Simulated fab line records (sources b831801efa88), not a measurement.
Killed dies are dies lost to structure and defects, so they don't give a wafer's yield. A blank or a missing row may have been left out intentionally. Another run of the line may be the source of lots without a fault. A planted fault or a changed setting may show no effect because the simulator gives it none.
Which tool was responsible? :: flow gf180mcu :: Sampling: 24 lots, 72 wafers, 6 of 602 route steps

== WHAT THE GAUGES READ, wafer by wafer ==
GF_V2_CD_MEAS_14: target cd 260 nm.
lot: L074
measured: day 20 17:22
on: cd sem-02
cd nm (nm): 258.9 260.1 259.9

lot: L075
measured: day 20 21:00
on: cd sem-01
cd nm (nm): 261.3 263.1 262.6

lot: L076
measured: day 21 14:37
on: cd sem-02
cd nm (nm): 261.2 261.3 261.2

lot: L077
measured: day 21 17:42
on: cd sem-02
cd nm (nm): 257.9 257.4 258.0

lot: L078
measured: day 21 21:10
on: cd sem-02
cd nm (nm): 260.4 258.7 259.1

lot: L079
measured: day 22 17:46
on: cd sem-02
cd nm (nm): 259.9 260.0 260.5

lot: L081
measured: day 22 19:49
on: cd sem-01
cd nm (nm): 263.2 263.3 263.6

lot: L080
measured: day 22 21:57
on: cd sem-01
cd nm (nm): 259.7 260.9 261.7

lot: L082
measured: day 23 17:52
on: cd sem-01
cd nm (nm): 258.1 257.5 258.2

lot: L083
measured: day 23 18:48
on: cd sem-01
cd nm (nm): 258.3 258.4 259.2

lot: L084
measured: day 24 00:03
on: cd sem-02
cd nm (nm): 259.1 259.4 260.0

lot: L085
measured: day 24 03:43
on: cd sem-01
cd nm (nm): 261.2 261.6 261.6

lot: L086
measured: day 24 23:17
on: cd sem-01
cd nm (nm): 258.9 258.8 258.0

lot: L087
measured: day 25 14:31
on: cd sem-01
cd nm (nm): 259.3 259.7 259.4

lot: L088
measured: day 25 14:40
on: cd sem-02
cd nm (nm): 258.7 259.9 259.0

lot: L090
measured: day 25 20:31
on: cd sem-01
cd nm (nm): 260.4 260.0 260.6

lot: L089
measured: day 25 22:07
on: cd sem-01
cd nm (nm): 261.5 261.0 261.1

lot: L091
measured: day 26 09:55
on: cd sem-02
cd nm (nm): 259.8 262.3 261.7

lot: L092
measured: day 26 16:03
on: cd sem-02
cd nm (nm): 258.8 258.6 259.3

lot: L093
measured: day 26 16:04
on: cd sem-01
cd nm (nm): 259.7 258.5 258.9

lot: L094
measured: day 27 11:12
on: cd sem-02
cd nm (nm): 257.9 259.3 259.5

lot: L095
measured: day 27 12:50
on: cd sem-02
cd nm (nm): 259.3 259.6 259.8

lot: L096
measured: day 27 14:58
on: cd sem-02
cd nm (nm): 261.4 259.9 259.9

lot: L097
measured: day 28 07:22
on: cd sem-02
cd nm (nm): 261.0 260.1 260.1

GF_M3_OVL_MEAS_15.
lot: L074
measured: day 21 19:31
on: overlay-01
M3_OVL (nm): 8 4 3

lot: L075
measured: day 21 23:07
on: overlay-01
M3_OVL (nm): 1 5 -6

lot: L076
measured: day 22 15:38
on: overlay-02
M3_OVL (nm): -1 6 1

lot: L077
measured: day 22 18:50
on: overlay-02
M3_OVL (nm): -5 2 -9

lot: L078
measured: day 22 22:35
on: overlay-01
M3_OVL (nm): -2 -3 0

lot: L079
measured: day 23 18:01
on: overlay-02
M3_OVL (nm): -8 0 2

lot: L081
measured: day 23 20:47
on: overlay-01
M3_OVL (nm): 3 0 6

lot: L080
measured: day 23 22:22
on: overlay-01
M3_OVL (nm): 1 2 13

lot: L082
measured: day 24 18:07
on: overlay-02
M3_OVL (nm): -2 1 6

lot: L083
measured: day 24 18:28
on: overlay-01
M3_OVL (nm): 1 4 -3

lot: L084
measured: day 25 00:13
on: overlay-02
M3_OVL (nm): 1 0 -5

lot: L085
measured: day 25 03:30
on: overlay-01
M3_OVL (nm): -6 2 3

lot: L086
measured: day 25 22:35
on: overlay-01
M3_OVL (nm): 1 -4 0

lot: L087
measured: day 26 13:26
on: overlay-02
M3_OVL (nm): -2 2 2

lot: L088
measured: day 26 13:11
on: overlay-02
M3_OVL (nm): -2 5 -3

lot: L090
measured: day 26 19:04
on: overlay-02
M3_OVL (nm): -1 1 -8

lot: L089
measured: day 26 20:40
on: overlay-02
M3_OVL (nm): 0 4 1

lot: L091
measured: day 27 08:35
on: overlay-01
M3_OVL (nm): 8 -3 -4

lot: L092
measured: day 27 14:40
on: overlay-02
M3_OVL (nm): 6 -4 -6

lot: L093
measured: day 27 15:08
on: overlay-01
M3_OVL (nm): -4 3 -5

lot: L094
measured: day 28 08:47
on: overlay-02
M3_OVL (nm): -3 3 3

lot: L095
measured: day 28 10:26
on: overlay-02
M3_OVL (nm): 6 11 2

lot: L096
measured: day 28 13:35
on: overlay-01
M3_OVL (nm): 1 7 4

lot: L097
measured: day 29 04:11
on: overlay-01
M3_OVL (nm): 2 7 0

GF_TOP_METAL_THK_MEAS_06: measures by xrf.
lot: L074
measured: day 27 16:49
on: film metro-03
TOP_METAL_ALCU_THK (nm): 906 910 908

lot: L075
measured: day 27 19:47
on: film metro-03
TOP_METAL_ALCU_THK (nm): 919 923 915

lot: L076
measured: day 28 09:10
on: film metro-03
TOP_METAL_ALCU_THK (nm): 917 915 920

lot: L077
measured: day 28 12:07
on: film metro-02
TOP_METAL_ALCU_THK (nm): 896 911 898

lot: L078
measured: day 28 17:44
on: film metro-03
TOP_METAL_ALCU_THK (nm): 914 900 919

lot: L079
measured: day 29 08:56
on: film metro-03
TOP_METAL_ALCU_THK (nm): 902 902 905

lot: L081
measured: day 29 10:23
on: film metro-03
TOP_METAL_ALCU_THK (nm): 897 903 913

lot: L080
measured: day 29 12:38
on: film metro-03
TOP_METAL_ALCU_THK (nm): 903 904 905

lot: L082
measured: day 30 04:00
on: film metro-03
TOP_METAL_ALCU_THK (nm): 901 902 900

lot: L083
measured: day 30 05:02
on: film metro-03
TOP_METAL_ALCU_THK (nm): 903 911 913

lot: L084
measured: day 30 11:46
on: film metro-03
TOP_METAL_ALCU_THK (nm): 896 875 898

lot: L085
measured: day 30 12:20
on: film metro-04
TOP_METAL_ALCU_THK (nm): 901 920 910

lot: L086
measured: day 31 06:23
on: film metro-04
TOP_METAL_ALCU_THK (nm): 893 910 916

lot: L087
measured: day 31 19:13
on: film metro-04
TOP_METAL_ALCU_THK (nm): 917 900 911

lot: L088
measured: day 31 18:03
on: film metro-02
TOP_METAL_ALCU_THK (nm): 918 924 916

lot: L090
measured: day 31 22:56
on: film metro-03
TOP_METAL_ALCU_THK (nm): 919 917 915

lot: L089
measured: day 32 01:12
on: film metro-03
TOP_METAL_ALCU_THK (nm): 921 922 911

lot: L091
measured: day 32 10:11
on: film metro-03
TOP_METAL_ALCU_THK (nm): 892 902 906

lot: L092
measured: day 32 14:49
on: film metro-04
TOP_METAL_ALCU_THK (nm): 916 929 917

lot: L093
measured: day 32 15:01
on: film metro-04
TOP_METAL_ALCU_THK (nm): 907 909 920

lot: L094
measured: day 33 06:40
on: film metro-03
TOP_METAL_ALCU_THK (nm): 898 894 897

lot: L095
measured: day 33 08:02
on: film metro-02
TOP_METAL_ALCU_THK (nm): 908 918 931

lot: L096
measured: day 33 11:14
on: film metro-04
TOP_METAL_ALCU_THK (nm): 905 899 904

lot: L097
measured: day 33 21:58
on: film metro-04
TOP_METAL_ALCU_THK (nm): 909 900 893

== TOOL THAT RAN EACH LOT (tool first, then ch and the chambers of the sampled wafers, then the start) ==
lot: L074
GF_V1_ETCH_17: rie diel-04 ch 2,3, day 18 15:23 or earlier
GF_M2_SPUTTER_04: pvd sputter-02, day 18 15:23
GF_M3_METAL_ETCH_16: rie metal-01 ch 0,1, day 21 19:33

lot: L075
GF_V1_ETCH_17: rie diel-01 ch 0,3, day 18 18:29 or earlier
GF_M2_SPUTTER_04: pvd sputter-04, day 18 18:29
GF_M3_METAL_ETCH_16: rie metal-01 ch 0,1, day 21 23:10

lot: L076
GF_V1_ETCH_17: rie diel-01 ch 0,1,3, day 19 13:07 or earlier
GF_M2_SPUTTER_04: pvd sputter-02, day 19 13:07
GF_M3_METAL_ETCH_16: rie metal-04 ch 0,1, day 22 15:40

lot: L077
GF_V1_ETCH_17: rie diel-03 ch 2,3, day 19 17:02 or earlier
GF_M2_SPUTTER_04: pvd sputter-01, day 19 17:02
GF_M3_METAL_ETCH_16: rie metal-01 ch 0, day 22 18:52

lot: L078
GF_V1_ETCH_17: rie diel-01 ch 2,3, day 19 19:36 or earlier
GF_M2_SPUTTER_04: pvd sputter-04, day 19 19:36
GF_M3_METAL_ETCH_16: rie metal-02 ch 1, day 22 22:39

lot: L079
GF_V1_ETCH_17: rie diel-03 ch 0,2,3, day 20 16:55 or earlier
GF_M2_SPUTTER_04: pvd sputter-01, day 20 16:55
GF_M3_METAL_ETCH_16: rie metal-01 ch 0,1, day 23 18:04

lot: L081
GF_V1_ETCH_17: rie diel-03 ch 0,2,3, day 20 18:55 or earlier
GF_M2_SPUTTER_04: pvd sputter-01, day 20 18:55
GF_M3_METAL_ETCH_16: rie metal-02 ch 1, day 23 20:52

lot: L080
GF_V1_ETCH_17: rie diel-01 ch 0,2,3, day 20 21:02 or earlier
GF_M2_SPUTTER_04: pvd sputter-02, day 20 21:02
GF_M3_METAL_ETCH_16: rie metal-04 ch 0,1, day 23 22:25

lot: L082
GF_V1_ETCH_17: rie diel-04 ch 0,3, day 21 18:14 or earlier
GF_M2_SPUTTER_04: pvd sputter-04, day 21 18:14
GF_M3_METAL_ETCH_16: rie metal-01 ch 0, day 24 18:09

lot: L083
GF_V1_ETCH_17: rie diel-03 ch 1,2, day 21 20:06 or earlier
GF_M2_SPUTTER_04: pvd sputter-02, day 21 20:06
GF_M3_METAL_ETCH_16: rie metal-02 ch 0, day 24 18:30

lot: L084
GF_V1_ETCH_17: rie diel-01 ch 0,1,3, day 22 01:35 or earlier
GF_M2_SPUTTER_04: pvd sputter-01, day 22 01:35
GF_M3_METAL_ETCH_16: rie metal-01 ch 0,1, day 25 00:16

lot: L085
GF_V1_ETCH_17: rie diel-03 ch 1,3, day 22 05:02 or earlier
GF_M2_SPUTTER_04: pvd sputter-02, day 22 05:02
GF_M3_METAL_ETCH_16: rie metal-02 ch 0, day 25 03:37

lot: L086
GF_V1_ETCH_17: rie diel-01 ch 0,3, day 23 00:44 or earlier
GF_M2_SPUTTER_04: pvd sputter-01, day 23 00:44
GF_M3_METAL_ETCH_16: rie metal-01 ch 1, day 25 22:40

lot: L087
GF_V1_ETCH_17: rie diel-04 ch 0,2,3, day 23 18:31 or earlier
GF_M2_SPUTTER_04: pvd sputter-02, day 23 18:31
GF_M3_METAL_ETCH_16: rie metal-02 ch 0,1, day 26 13:28

lot: L088
GF_V1_ETCH_17: rie diel-03 ch 1,2,3, day 23 18:49 or earlier
GF_M2_SPUTTER_04: pvd sputter-01, day 23 18:49
GF_M3_METAL_ETCH_16: rie metal-04 ch 0,1, day 26 13:15

lot: L090
GF_V1_ETCH_17: rie diel-01 ch 0,2, day 24 00:08 or earlier
GF_M2_SPUTTER_04: pvd sputter-01, day 24 00:08
GF_M3_METAL_ETCH_16: rie metal-02 ch 0,1, day 26 19:06

lot: L089
GF_V1_ETCH_17: rie diel-03 ch 2,3, day 24 01:02 or earlier
GF_M2_SPUTTER_04: pvd sputter-02, day 24 01:02
GF_M3_METAL_ETCH_16: rie metal-01 ch 1, day 26 20:42

lot: L091
GF_V1_ETCH_17: rie diel-01 ch 0,3, day 24 14:07 or earlier
GF_M2_SPUTTER_04: pvd sputter-01, day 24 14:07
GF_M3_METAL_ETCH_16: rie metal-01 ch 0,1, day 27 08:37

lot: L092
GF_V1_ETCH_17: rie diel-03 ch 0,1,3, day 24 20:11 or earlier
GF_M2_SPUTTER_04: pvd sputter-01, day 24 20:11
GF_M3_METAL_ETCH_16: rie metal-04 ch 0,1, day 27 14:42

lot: L093
GF_V1_ETCH_17: rie diel-01 ch 0,2, day 24 20:33 or earlier
GF_M2_SPUTTER_04: pvd sputter-04, day 24 20:33
GF_M3_METAL_ETCH_16: rie metal-01 ch 0,1, day 27 15:10

lot: L094
GF_V1_ETCH_17: rie diel-03 ch 0,1,2, day 25 16:04 or earlier
GF_M2_SPUTTER_04: pvd sputter-04, day 25 16:04
GF_M3_METAL_ETCH_16: rie metal-02 ch 0, day 28 08:49

lot: L095
GF_V1_ETCH_17: rie diel-01 ch 0,1,3, day 25 17:14 or earlier
GF_M2_SPUTTER_04: pvd sputter-01, day 25 17:14
GF_M3_METAL_ETCH_16: rie metal-02 ch 0, day 28 10:32

lot: L096
GF_V1_ETCH_17: rie diel-03 ch 0,1,3, day 25 19:35 or earlier
GF_M2_SPUTTER_04: pvd sputter-04, day 25 19:35
GF_M3_METAL_ETCH_16: rie metal-04 ch 0,1, day 28 13:39

lot: L097
GF_V1_ETCH_17: rie diel-04 ch 1,3, day 26 13:02 or earlier
GF_M2_SPUTTER_04: pvd sputter-01, day 26 13:02
GF_M3_METAL_ETCH_16: rie metal-02 ch 0, day 29 04:13
- GF_V1_ETCH_17: etches SiO2 in C4F8/O2/Ar, stops on TiN, target depth 630 nm.
- GF_M2_SPUTTER_04: material TiN, target thk 50 nm, time 41.7 s.
- GF_M3_METAL_ETCH_16: etches the open film in Cl2/BCl3, stops on SiO2, target depth 750.8 nm, time 125.1 s.

== AS READ BY THE TOOLS THEMSELVES (means over the sampled wafers that have a number; for cases with no such wafer, the mark the record gives instead) ==
GF_V1_ETCH_17.
lot: L074
tool: rie diel-04
oes product au (a.u.): 0.858

lot: L075
tool: rie diel-01
oes product au (a.u.): 0.859

lot: L076
tool: rie diel-01
oes product au (a.u.): 0.859

lot: L077
tool: rie diel-03
oes product au (a.u.): 0.857

lot: L078
tool: rie diel-01
oes product au (a.u.): 0.855

lot: L079
tool: rie diel-03
oes product au (a.u.): 0.863

lot: L081
tool: rie diel-03
oes product au (a.u.): 0.854

lot: L080
tool: rie diel-01
oes product au (a.u.): 0.854

lot: L082
tool: rie diel-04
oes product au (a.u.): 0.862

lot: L083
tool: rie diel-03
oes product au (a.u.): 0.850

lot: L084
tool: rie diel-01
oes product au (a.u.): 0.855

lot: L085
tool: rie diel-03
oes product au (a.u.): 0.852

lot: L086
tool: rie diel-01
oes product au (a.u.): 0.856

lot: L087
tool: rie diel-04
oes product au (a.u.): 0.854

lot: L088
tool: rie diel-03
oes product au (a.u.): 0.856

lot: L090
tool: rie diel-01
oes product au (a.u.): 0.856

lot: L089
tool: rie diel-03
oes product au (a.u.): 0.853

lot: L091
tool: rie diel-01
oes product au (a.u.): 0.856

lot: L092
tool: rie diel-03
oes product au (a.u.): 0.855

lot: L093
tool: rie diel-01
oes product au (a.u.): 0.855

lot: L094
tool: rie diel-03
oes product au (a.u.): 0.856

lot: L095
tool: rie diel-01
oes product au (a.u.): 0.859

lot: L096
tool: rie diel-03
oes product au (a.u.): 0.853

lot: L097
tool: rie diel-04
oes product au (a.u.): 0.856

GF_M2_SPUTTER_04.
lot: L074
tool: pvd sputter-02
throttle valve pct (%): 31.7

lot: L075
tool: pvd sputter-04
throttle valve pct (%): 30.5

lot: L076
tool: pvd sputter-02
throttle valve pct (%): 29.6

lot: L077
tool: pvd sputter-01
throttle valve pct (%): 30.2

lot: L078
tool: pvd sputter-04
throttle valve pct (%): 30.9

lot: L079
tool: pvd sputter-01
throttle valve pct (%): 28.3

lot: L081
tool: pvd sputter-01
throttle valve pct (%): 31.0

lot: L080
tool: pvd sputter-02
throttle valve pct (%): 29.8

lot: L082
tool: pvd sputter-04
throttle valve pct (%): 31.4

lot: L083
tool: pvd sputter-02
throttle valve pct (%): 30.0

lot: L084
tool: pvd sputter-01
throttle valve pct (%): 28.8

lot: L085
tool: pvd sputter-02
throttle valve pct (%): 30.6

lot: L086
tool: pvd sputter-01
throttle valve pct (%): 29.9

lot: L087
tool: pvd sputter-02
throttle valve pct (%): 30.5

lot: L088
tool: pvd sputter-01
throttle valve pct (%): 30.1

lot: L090
tool: pvd sputter-01
throttle valve pct (%): 27.7

lot: L089
tool: pvd sputter-02
throttle valve pct (%): 29.3

lot: L091
tool: pvd sputter-01
throttle valve pct (%): 30.5

lot: L092
tool: pvd sputter-01
throttle valve pct (%): 28.2

lot: L093
tool: pvd sputter-04
throttle valve pct (%): 31.0

lot: L094
tool: pvd sputter-04
throttle valve pct (%): 30.6

lot: L095
tool: pvd sputter-01
throttle valve pct (%): 30.0

lot: L096
tool: pvd sputter-04
throttle valve pct (%): 30.3

lot: L097
tool: pvd sputter-01
throttle valve pct (%): 28.8

GF_M3_METAL_ETCH_16.
lot: L074
tool: rie metal-01
drypump motor current A (A): 5.30
mfc cl2 sccm (sccm): 79.50
oes product au (a.u.): 0.989
throttle valve pct (%): 28.230

lot: L075
tool: rie metal-01
drypump motor current A (A): 5.49
mfc cl2 sccm (sccm): 80.01
oes product au (a.u.): 0.997
throttle valve pct (%): 28.225

lot: L076
tool: rie metal-04
drypump motor current A (A): 5.76
mfc cl2 sccm (sccm): 79.94
oes product au (a.u.): 0.998
throttle valve pct (%): 28.220

lot: L077
tool: rie metal-01
drypump motor current A (A): 5.66
mfc cl2 sccm (sccm): 79.79
oes product au (a.u.): 0.994
throttle valve pct (%): 28.235

lot: L078
tool: rie metal-02
drypump motor current A (A): 5.11
mfc cl2 sccm (sccm): 79.83
oes product au (a.u.): 0.990
throttle valve pct (%): 28.220

lot: L079
tool: rie metal-01
drypump motor current A (A): 5.51
mfc cl2 sccm (sccm): 80.14
oes product au (a.u.): 0.987
throttle valve pct (%): 28.236

lot: L081
tool: rie metal-02
drypump motor current A (A): 5.11
mfc cl2 sccm (sccm): 79.91
oes product au (a.u.): 0.994
throttle valve pct (%): 28.222

lot: L080
tool: rie metal-04
drypump motor current A (A): 5.79
mfc cl2 sccm (sccm): 80.03
oes product au (a.u.): 0.993
throttle valve pct (%): 28.225

lot: L082
tool: rie metal-01
drypump motor current A (A): 5.72
mfc cl2 sccm (sccm): 80.02
oes product au (a.u.): 0.989
throttle valve pct (%): 28.235

lot: L083
tool: rie metal-02
drypump motor current A (A): 5.30
mfc cl2 sccm (sccm): 80.19
oes product au (a.u.): 0.988
throttle valve pct (%): 28.225

lot: L084
tool: rie metal-01
drypump motor current A (A): 5.29
mfc cl2 sccm (sccm): 79.87
oes product au (a.u.): 0.983
throttle valve pct (%): 28.234

lot: L085
tool: rie metal-02
drypump motor current A (A): 5.30
mfc cl2 sccm (sccm): 80.35
oes product au (a.u.): 0.987
throttle valve pct (%): 28.247

lot: L086
tool: rie metal-01
drypump motor current A (A): 5.08
mfc cl2 sccm (sccm): 79.97
oes product au (a.u.): 0.990
throttle valve pct (%): 28.225

lot: L087
tool: rie metal-02
drypump motor current A (A): 5.18
mfc cl2 sccm (sccm): 80.01
oes product au (a.u.): 0.993
throttle valve pct (%): 28.232

lot: L088
tool: rie metal-04
drypump motor current A (A): 5.77
mfc cl2 sccm (sccm): 80.18
oes product au (a.u.): 0.997
throttle valve pct (%): 28.222

lot: L090
tool: rie metal-02
drypump motor current A (A): 5.18
mfc cl2 sccm (sccm): 79.92
oes product au (a.u.): 0.992
throttle valve pct (%): 28.235

lot: L089
tool: rie metal-01
drypump motor current A (A): 5.09
mfc cl2 sccm (sccm): 79.87
oes product au (a.u.): 0.980
throttle valve pct (%): 28.240

lot: L091
tool: rie metal-01
drypump motor current A (A): 5.31
mfc cl2 sccm (sccm): 80.10
oes product au (a.u.): 0.985
throttle valve pct (%): 28.225

lot: L092
tool: rie metal-04
drypump motor current A (A): 5.77
mfc cl2 sccm (sccm): 79.89
oes product au (a.u.): 0.992
throttle valve pct (%): 28.230

lot: L093
tool: rie metal-01
drypump motor current A (A): 5.29
mfc cl2 sccm (sccm): 79.72
oes product au (a.u.): 0.976
throttle valve pct (%): 28.240

lot: L094
tool: rie metal-02
drypump motor current A (A): 5.31
mfc cl2 sccm (sccm): 80.08
oes product au (a.u.): 0.995
throttle valve pct (%): 28.228

lot: L095
tool: rie metal-02
drypump motor current A (A): 5.31
mfc cl2 sccm (sccm): 79.93
oes product au (a.u.): 0.994
throttle valve pct (%): 28.222

lot: L096
tool: rie metal-04
drypump motor current A (A): 5.82
mfc cl2 sccm (sccm): 80.07
oes product au (a.u.): 0.991
throttle valve pct (%): 28.221

lot: L097
tool: rie metal-02
drypump motor current A (A): 5.30
mfc cl2 sccm (sccm): 80.24
oes product au (a.u.): 0.994
throttle valve pct (%): 28.224

== THE ANSWER, worked out from the rows above alone ==
Rule: the usual values come from the lots themselves. Put in order of their means at a reading, lots are off if they are a third of the lots or fewer, leave a main group of 4 or more, and stand apart from it by a gap of 3 or more times the standard deviation of the main group's means; of several such gaps the widest counts. If all means in a main group match to the digits the tables above print for the reading, that group is not used. Also off: a lot with no number at a reading for which 4 or more lots have one. Any other lot the step has rows for is counted as sound. The gauges are gone through in route order, then the tools' own readings, and for those a lot's mean is taken as printed above. At the first step where some lot is off, the reading lying furthest off is the one used; lots without a number count as furthest.
None of the lots is off at any reading shown; this tells nothing.

== WHAT WAS PUT IN BY THE SIMULATOR ==
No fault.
